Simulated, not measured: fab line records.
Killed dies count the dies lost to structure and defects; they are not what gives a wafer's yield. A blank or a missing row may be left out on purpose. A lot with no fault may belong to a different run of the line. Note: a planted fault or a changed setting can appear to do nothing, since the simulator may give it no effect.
One fault through the eyes of 2 desks -- flow gf180mcu -- each desk holds nothing but its own numbers, with what lay behind them at the end

== THE TOOL OWNER'S DESK: cvdW-01 ==
The tool's own readings at GF_CONTACT_CVD_24 (deposits W, target thk 300 nm, time 90.339 s): means of the sampled wafers that have a number, for each lot that ran on this tool. A lot is out of limits, marked OUT, if its mean lies more than 4 standard deviations from the usual mean; the brackets give that distance.
Columns: A = heaterPowerW at GF_CONTACT_CVD_24, usual 889 W
lot,first seen here,A
L481,day 17 07:05,886
L482,day 17 18:04,865
L490,day 20 14:07,883
L491,day 21 03:06,890
L492,day 21 07:05,876
This desk found nothing out of limits on any of the 5 lots.

== FROM THE METROLOGY DESK ==
What the gauges read, lot by lot, whatever tool the lot ran on: means of the sampled wafers that have a number. A lot is out of limits, marked OUT, if its mean lies more than 4 standard deviations from the usual mean; the brackets give that distance.
Columns: A = cdNm at GF_CONTACT_CD_MEAS_14, usual 220.7 nm; B = CONTACT_W_RS at GF_CONTACT_RS_MEAS_25, usual 0.383 ohm/sq; C = CONTACT_W_THK at GF_CONTACT_THK_MEAS_26, usual 304 nm; D = M1_ALCU_RS at GF_M1_RS_MEAS_05, usual 0.0695 ohm/sq
lot,first seen here,A,B,C,D
L478,day 16 00:17,221.6,0.389,296,0.0691
L480,day 16 19:18,219.6,0.385,301,0.0695
L481,day 17 06:22,219.5,0.378,310,0.0697
L482,day 17 17:20,221.3,0.378,307,0.0688
L483,day 17 23:19,219.6,0.382,307,0.0698
L485,day 18 18:17,222.0,0.389,302,0.0693
L484,day 18 19:35,222.1,0.386,305,0.0688
L490,day 20 13:23,221.3,0.379,301,0.0695
L491,day 21 02:23,220.0,0.432 (+11) OUT,275 (-6.9) OUT,0.0699
L492,day 21 06:22,221.9,0.418 (+7.9) OUT,288,0.0695
L500,day 23 23:55,220.1,0.382,303,0.0707
L501,day 24 04:47,221.7,0.384,305,0.0691
This desk's result: L491, L492 out of limits, first on L491 (CONTACT_W_RS at GF_CONTACT_RS_MEAS_25), day 21 03:13. L478, L480, L481, L482, L483, L485, L484, L490, L500, L501 stayed within limits.

== PUT TOGETHER ==
On L491, L492, the metrology desk was in a position to raise an alarm at day 21 03:13.
The tool owner's desk saw nothing out of limits.
The tool owner's desk has L491, L492 on record, within its limits.
The lots listed all ran GF_CONTACT_CVD_24 on cvdW-01.

== WHAT WAS PUT IN BY THE SIMULATOR ==
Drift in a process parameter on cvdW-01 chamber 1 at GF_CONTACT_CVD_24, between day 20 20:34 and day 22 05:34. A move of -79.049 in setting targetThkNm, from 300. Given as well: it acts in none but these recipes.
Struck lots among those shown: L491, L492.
Delay in hours, fault start to first out-of-limits reading, per desk: metrology desk 7.
